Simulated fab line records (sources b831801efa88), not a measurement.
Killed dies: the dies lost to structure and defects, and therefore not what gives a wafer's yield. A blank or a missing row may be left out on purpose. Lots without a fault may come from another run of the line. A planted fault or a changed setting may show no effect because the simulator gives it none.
Struck lot and sound lot, side by side | flow gf180mcu | 15 out of 602 route steps
Sound: the wafers L906.1, L906.2, L906.6. The struck wafers were L916.2, L916.4, L916.5. At the end, the cause is stated.
At each step with rows: each side's tool, then ch and its chambers, then its first start. Under that, the readings that differ: sound wafers | struck wafers | difference of the means | sigmas: that difference in standard deviations of wafers without a fault.
alike: words and numbers the same on both sides, and readings whose means are apart by under 2 such deviations; not compared: readings that were withheld, readings missing a value for some wafer, numbers with overlapping values and no deviation given by the record, and bounds like >300 which may hide the same value.
A row with sigmas, a row that says differs or no value, or rows on one side alone: a step with any of these is where the two part. Non-overlapping numbers with no deviation appear without sigmas and do not part them. Lack of a reading on every wafer of one side parts them only where that side has two or more wafers.

GF_M3_SPUTTER_04: material TiN, target thk 50 nm, time 41.7 s.
  sound on pvd sputter-02 at day 21 05:25; struck on pvd sputter-01 at day 24 21:11
  alike: cathode dc power W, throttle valve pct
GF_M3_RS_MEAS_05: a four-point-probe measurement.
  sound on film metro-04 at day 21 05:27; struck on film metro-01 at day 24 21:15
  alike: M3_ALCU_RS
GF_M3_THK_MEAS_06: measures by xrf.
  sound on film metro-04 at day 21 05:34; struck on film metro-01 at day 24 21:22
  reading          | sound       | struck      | difference | sigmas
  M3_ALCU_THK (nm) | 452 445 444 | 432 434 434 | -14        | -2
then, 7 steps without rows for these wafers: GF_M3_DEHYDRATE_07 (time 60 s); GF_M3_HMDS_08 (prime time 60 s); GF_M3_COAT_09 (resist thk 1000 nm); GF_M3_SOFTBAKE_10 (time 60 s); GF_M3_EXPOSE_11 (exposes mask Metal3, target cd 280 nm); GF_M3_PEB_12 (peb time 90 s); GF_M3_DEVELOP_13 (develop time 60 s).
GF_M3_CD_MEAS_14: target cd 280 nm.
  sound on cd sem-01 at day 22 04:46; struck on cd sem-01 at day 25 18:35
  alike: cd nm
GF_M3_OVL_MEAS_15:
  sound on overlay-02 at day 22 04:53; struck on overlay-01 at day 25 18:42
  alike: M3_OVL
GF_M3_METAL_ETCH_16: etches the open film in Cl2/BCl3, stops on SiO2, target depth 750.8 nm, time 125.1 s.
  sound on rie metal-04 ch 0,1, day 22 04:56; struck on rie metal-01 ch 0, day 25 18:46
  reading                             | sound             | struck            | difference | sigmas
  rf fwd power W (W)                  | 796.1 796.0 798.0 | 924.9 925.3 922.6 | +127.6     | +49
  model.KrF_of_M3_COAT_09.thk nm (nm) | 681.2 688.2 681.7 | 650.3 651.8 653.2 | -31.9      |
  alike: drypump motor current A, oes product au, throttle valve pct
  not compared: rf hours counter h
GF_M3_STRIP_17: strips in O2/N2.
  sound on plasma asher-04 ch 0,1, day 22 05:04; struck on plasma asher-04 ch 0,1, day 25 18:59
  reading                      | sound             | struck            | difference | sigmas
  oes product au (a.u.)        | 0.542 0.544 0.545 | 0.526 0.525 0.517 | -0.021     | -4
  strip time to endpoint s (s) | 7.35 7.41 7.35    | 7.04 7.06 7.07    | -0.31      | -5
  alike: drypump motor current A, heater power w
  not compared: rf hours counter h
then, 1 step without rows for these wafers: GF_M3_STRIP_18 (strips in post etch residue remover, time 1200 s).

== WHERE THEY PART ==
At GF_M3_THK_MEAS_06 first; at GF_M3_STRIP_17 last (within this record only).

WHY: whatever the simulator had introduced
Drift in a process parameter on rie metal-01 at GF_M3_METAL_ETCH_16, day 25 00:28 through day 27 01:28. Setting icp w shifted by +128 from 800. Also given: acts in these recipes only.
